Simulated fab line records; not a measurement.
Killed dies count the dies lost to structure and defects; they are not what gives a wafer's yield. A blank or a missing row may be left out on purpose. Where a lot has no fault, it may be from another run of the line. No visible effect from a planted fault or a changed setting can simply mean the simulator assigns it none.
The tool behind it: which one? || flow sky130 || 7 lots, 21 wafers sampled, at 1 step of a route of 708

## WHAT THE GAUGES READ, wafer by wafer
SKY_PWDE_TW_MEAS_10.
{"lot": "L645", "measured": "day 4 06:16", "on": "film metro-04", "PWDE_TW": "373 374 374"}
{"lot": "L649", "measured": "day 5 02:06", "on": "film metro-04", "PWDE_TW": "377 378 376"}
{"lot": "L652", "measured": "day 5 17:33", "on": "film metro-02", "PWDE_TW": "369 371 372"}
{"lot": "L654", "measured": "day 6 06:12", "on": "film metro-02", "PWDE_TW": "368 368 368"}
{"lot": "L656", "measured": "day 6 15:56", "on": "film metro-04", "PWDE_TW": "378 377 377"}
{"lot": "L658", "measured": "day 7 04:09", "on": "film metro-02", "PWDE_TW": "371 372 371"}
{"lot": "L666", "measured": "day 8 23:08", "on": "film metro-02", "PWDE_TW": "371 372 370"}

## EACH LOT AND THE TOOL THAT RAN IT (in order: tool; ch and the chambers of the sampled wafers; start)
The record shows no process step preceding these readings.

## THE ANSWER, worked out from the rows above alone
Rule: the lots themselves supply what counts as usual. The widest of any qualifying gaps counts: lots, ordered by their means at a reading, are off when they make up no more than a third of the lots, leave a main group of 4 or more, and stand apart from it by 3 or more times the standard deviation of that group's means. A main group is skipped when, at the precision printed for the reading in the tables above, its means are all equal. A lot without any number at a reading at which 4 lots or more have one is off too. The other lots that the step has rows for count as sound.
No lot is off at any reading shown: from this, nothing can be told.

## WHAT THE SIMULATOR PUT IN
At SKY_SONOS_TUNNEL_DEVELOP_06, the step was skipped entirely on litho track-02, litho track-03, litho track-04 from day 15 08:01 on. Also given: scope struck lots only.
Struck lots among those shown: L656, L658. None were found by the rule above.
